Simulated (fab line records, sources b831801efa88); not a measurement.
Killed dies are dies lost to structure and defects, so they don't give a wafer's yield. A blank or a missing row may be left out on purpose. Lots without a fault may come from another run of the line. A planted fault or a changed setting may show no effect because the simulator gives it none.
fab line records | flow sky130
record lots=13 wafers=39 last_day=51
route steps=708 shown VIA1@472 PAD_OPEN@708
lots that met no fault: from a run of the same line without faults
start_h: hours from the record's first day to the start of the lot's first wafer shown | wait_h: hours since the lot's step before | " the same as in the row above | L1.1+2: a row that stands for several wafers | - no value, or no start given | * or withheld: withheld | < > ~ a bound
route shown NAME@n: a module of which the file shows steps, and the number in the route of the first | usual: mean/standard deviation of fault-free wafers | same: alike in all rows | chamber/n: place in a boat | sites: the reading at each site | _std_site: their standard deviation | _edge_site: outer sites' mean less inner sites' | radius_mm: how far each site lies from the wafer's centre | mask NAME#n: copy n | behind: the tool/chamber that last shaped the wafer | hold: why the lot was held/for how many hours/how that ended | device: the transistor (n, p or np) that didn't switch | end of line: the same wafers' tests at the end of the route | a step without rows: its recipe alone | killed: dies lost to structure and defects at the first sort, not the wafer's yield | map: a wafer's dies, x killed, . not, _ none there
set.NAME: the setting as run; set.NAME@STEP: as run at that earlier step | model.NAME: the simulator's own value behind a step, which no gauge read
steps of the route over a sample of lots; a table a step, a row a wafer
services: from which hour (start_h, from the record's first day; less than 0 if before it) a tool's chamber was out of use, for how many hours, and why
## steps
# step SKY_VIA1_ETCH_14
# recipe chemistry=N2/H2 target=BARC ion_energy_ev=200 source_w=500 bias_w=100 pressure_mtorr=30 n2_flow_sccm=100 h2_flow_sccm=200 stop_on=SiO2 time_s=45.9 target_depth_a=600
# usual drypump_motor_current_A=5.8/0.49 oes_product_au=0.854/0.0045 throttle_valve_pct=13.224/0.0098
# columns lot.wafer tool chamber start_h wait_h drypump_motor_current_A oes_product_au rf_hours_counter_h throttle_valve_pct
L525.3 rie_diel-04 0 791.64 0.0 5.3 0.854 13 13.227
L525.4 " 3 " " 5.7 0.860 6 13.228
L525.6 " 1 " " 4.9 0.849 - 13.229
L528.1 rie_diel-02 3 813.04 0.0 6.4 0.860 1 13.231
L528.2 " 2 " " 5.4 0.846 2 13.219
L528.5 " 2 " " 5.4 0.849 - 13.236
L529.1 rie_diel-02 0 821.29 0.0 6.1 0.855 4 13.212
L529.3 " 2 " " 5.4 0.855 2 13.233
L529.5 " 0 " " 6.1 0.862 - 13.220
L530.1 rie_diel-04 1 832.21 0.0 5.0 0.851 16 13.217
L530.3 " 2 " " 5.4 0.849 18 13.217
L530.4 " 3 " " 5.6 0.853 7 13.223
L531.2 rie_diel-02 2 836.76 0.0 5.4 0.849 2 13.213
L531.3 " 1 " " 6.2 0.854 4 13.244
L531.4 " 0 " " 6.1 0.848 4 13.214
L538.1 rie_diel-02 2 890.94 0.0 5.4 0.851 4 13.200
L538.3 " 3 " " 6.4 0.851 3 13.226
L538.5 " 1 " " 6.3 0.850 - 13.215
L539.2 rie_diel-03 3 892.39 0.0 6.3 0.858 3 13.244
L539.3 " 0 " " 6.4 0.857 21 13.216
L539.6 " 0 " " 6.4 0.855 - 13.216
L541.1 rie_diel-02 3 903.76 0.0 6.4 0.853 3 13.206
L541.2 " 1 " " 6.2 0.851 5 13.235
L541.4 " 0 " " 6.1 0.855 6 13.226
L542.3 rie_diel-04 1 914.24 0.0 5.0 0.860 18 13.229
L542.4 " 0 " " 5.3 0.862 17 13.224
L542.6 " 3 " " 5.7 0.856 - 13.208
L543.2 rie_diel-02 1 923.99 0.0 6.2 0.859 6 13.204
L543.4 " 3 " " 6.4 0.847 4 13.234
L543.5 " 0 " " 6.1 0.856 - 13.218
L545.1 rie_diel-02 2 935.66 0.0 5.4 0.843 5 13.225
L545.3 " 0 " " 6.1 0.852 7 13.234
L545.6 " 1 " " 6.2 0.856 - 13.216
L547.2 rie_diel-04 1 950.46 0.0 4.9 0.855 19 13.228
L547.4 " 0 " " 5.4 0.856 18 13.235
L547.5 " 3 " " 5.6 0.856 - 13.207
L548.1 rie_diel-02 1 984.24 0.0 6.3 0.858 8 13.214
L548.3 " 3 " " 6.4 0.865 5 13.229
L548.6 " 2 " " 5.4 0.856 - 13.218
# step SKY_VIA1_STRIP_16
# recipe chemistry=O2/N2 power_w=1400 pressure_mtorr=1500 platen_temp_c=withheld o2_flow_sccm=3000 n2_flow_sccm=300 overash_fraction=0.5
# usual drypump_motor_current_A=5.7/0.4 oes_product_au=0.415/0.0046 strip_time_to_endpoint_s=4.442/0.024
# columns lot.wafer tool chamber start_h wait_h drypump_motor_current_A oes_product_au rf_hours_counter_h strip_time_to_endpoint_s
L525.3 plasma_asher-01 0 791.77 0.1 5.3 0.412 - 4.413
L525.4 " 1 " " 6.2 0.410 - 4.415
L525.6 " 1 " " 6.2 0.424 - 4.379
L528.1 plasma_asher-01 1 813.13 0.0 6.2 0.408 69 4.453
L528.2 " 0 " " 5.3 0.420 69 4.476
L528.5 " 0 " " 5.3 0.420 - 4.491
L529.1 plasma_asher-01 0 821.38 0.0 5.3 0.421 71 4.544
L529.3 " 0 " " 5.3 0.417 - 4.464
L529.5 " 0 " " 5.3 0.424 - 4.516
L530.1 plasma_asher-01 0 832.30 0.0 5.3 0.412 72 4.389
L530.3 " 1 " " 6.2 0.408 - 4.424
L530.4 " 0 " " 5.3 0.414 - 4.418
L531.2 plasma_asher-01 1 836.85 0.0 6.1 0.416 72 4.432
L531.3 " 1 " " 6.1 0.420 - 4.453
L531.4 " 0 " " 5.3 0.415 - 4.518
L538.1 plasma_asher-01 1 891.03 0.0 6.1 0.406 78 4.446
L538.3 " 0 " " 5.3 0.415 - 4.430
L538.5 " 1 " " 6.2 0.412 - 4.464
L539.2 plasma_asher-01 1 892.48 0.0 6.1 0.415 78 4.448
L539.3 " 0 " " 5.3 0.418 - 4.496
L539.6 " 1 " " 6.1 0.407 - 4.478
L541.1 plasma_asher-01 1 903.85 0.0 6.2 0.422 79 4.440
L541.2 " 0 " " 5.3 0.415 79 4.466
L541.4 " 0 " " 5.3 0.413 - 4.457
L542.3 plasma_asher-02 1 914.36 0.1 5.1 0.413 - 4.402
L542.4 " 0 " " 6.3 0.415 - 4.444
L542.6 " 0 " " 6.3 0.416 - 4.435
L543.2 plasma_asher-02 1 924.08 0.0 5.1 0.411 18 4.428
L543.4 " 1 " " 5.1 0.415 - 4.401
L543.5 " 1 " " 5.1 0.418 - 4.453
L545.1 plasma_asher-03 1 935.75 0.0 5.6 0.422 111 4.439
L545.3 " 0 " " 5.7 0.406 - 4.431
L545.6 " 0 " " 5.7 0.407 - 4.430
L547.2 plasma_asher-02 0 950.55 0.0 6.3 0.409 21 4.398
L547.4 " 1 " " 5.1 0.420 - 4.443
L547.5 " 0 " " 6.3 0.418 - 4.412
L548.1 plasma_asher-03 0 984.33 0.0 5.7 0.418 115 4.463
L548.3 " 0 " " 5.7 0.416 - 4.445
L548.6 " 0 " " 5.7 0.417 - 4.455
# step SKY_PAD_OPEN_PROBE_99
# usual defect_limited_yield=82.6/1.8 killed_at_M0_to_M3=43/6.5 killed_at_M4_up=3.1/1.8 killed_at_contacts=24/5.6 killed_at_front_end=15/4.2 killed_at_other=0.3/0.5 killed_dies=86/8.9 killed_open=47/6.9 killed_short=39/5.9 sort_bin_3_pad_short=0.9/0.39 sort_bin_5_function=10.4/1.6 sort_bin_6_memory=6.2/1 sort_n_pass=406/8.9 sort_yield_pct=82.6/1.8
# same gross_dies=492 killed_at_back_side=0 sort_bin_4_leakage[%]=0 sort_bin_8_speed[%]=0
# columns lot.wafer tool chamber start_h wait_h defect_limited_yield[%] killed_at_M0_to_M3 killed_at_M4_up killed_at_contacts killed_at_front_end killed_at_other killed_dies killed_open killed_short sort_bin_3_pad_short[%] sort_bin_5_function[%] sort_bin_6_memory[%] sort_n_pass sort_yield_pct[%]
L539.2 prober-02 - 1151.67 0.1 83.5 42 3 22 14 0 81 52 29 0.4 10.2 5.9 411 83.5
L539.3 prober-02 - 1151.72 0.2 83.5 39 4 28 10 0 81 46 35 1.0 10.8 4.7 411 83.5
L539.6 prober-02 - 1151.87 0.2 82.1 40 4 31 13 0 88 40 48 0.8 10.6 6.5 404 82.1
# killed by level:class
L539.2 VIA1:geometric_particle:open=12 LI_CONTACT:geometric_particle:open=7 CONTACT:geometric_particle:open=7 VIA3:geometric_particle:open=7 METAL1:geometric_particle:short=5 VIA2:geometric_particle:open=4 POLY_GATE:geometric_particle:open=3 LOCAL_INTERCONNECT:geometric_particle:short=3
L539.3 VIA1:geometric_particle:open=13 CONTACT:geometric_particle:open=8 LI_CONTACT:geometric_particle:open=6 METAL2:geometric_particle:short=6 LI_CONTACT:geometric_particle:short=5 LOCAL_INTERCONNECT:geometric_particle:short=5 VIA2:geometric_particle:open=4 FIELD_ISO:geometric_particle:open=3
L539.6 VIA1:geometric_particle:open=13 CONTACT:geometric_particle:open=9 LI_CONTACT:geometric_particle:open=8 CONTACT:geometric_particle:short=7 LI_CONTACT:geometric_particle:short=6 METAL1:geometric_particle:short=5 POLY_GATE:geometric_particle:short=4 METAL3:geometric_particle:short=4
## services
# columns tool chamber start_h hours kind
rie_diel-04 2 775.56 3.5 repair
rie_diel-03 3 780.92 - clean
rie_diel-03 3 780.92 16.8 scheduled_down
rie_diel-03 3 780.92 16.8 vent_cycle
rie_diel-02 2 787.87 7.6 repair
rie_diel-03 1 788.88 2.7 repair
plasma_asher-03 - 803.68 15.6 repair
rie_diel-02 0 811.91 2.8 repair
rie_diel-04 2 812.05 1.5 repair
rie_diel-03 2 880.46 2.4 repair
plasma_asher-03 - 890.27 4.5 repair
plasma_asher-03 - 903.29 0.5 repair
plasma_asher-02 - 908.50 3.0 repair
rie_diel-02 - 911.60 2.8 pm
rie_diel-03 - 923.75 27.5 repair
plasma_asher-03 - 925.76 0.8 repair
plasma_asher-01 - 939.41 0.7 repair
rie_diel-04 0 942.80 4.1 repair
plasma_asher-03 - 952.52 6.6 repair
plasma_asher-03 - 960.43 3.4 repair
rie_diel-04 3 982.81 5.2 repair
rie_diel-02 0 983.98 4.4 repair
## key
first_sign step=SKY_VIA1_STRIP_16 reading=strip_time_to_endpoint_s direction=up sigmas=3.4 usual=* struck=*
effect none on later readings
met_at SKY_VIA1_ETCH_14
struck_lots L529,L531
struck_wafers L529.1,L529.5,L531.4
onset_between 813.04 821.29
fault kind=process_parameter_drift tool=rie_diel-02 chamber=- onset_h=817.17 steps=SKY_VIA1_ETCH_14 channel=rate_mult offset=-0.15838 shape=step end_h=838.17 scope=struck_wafers_only
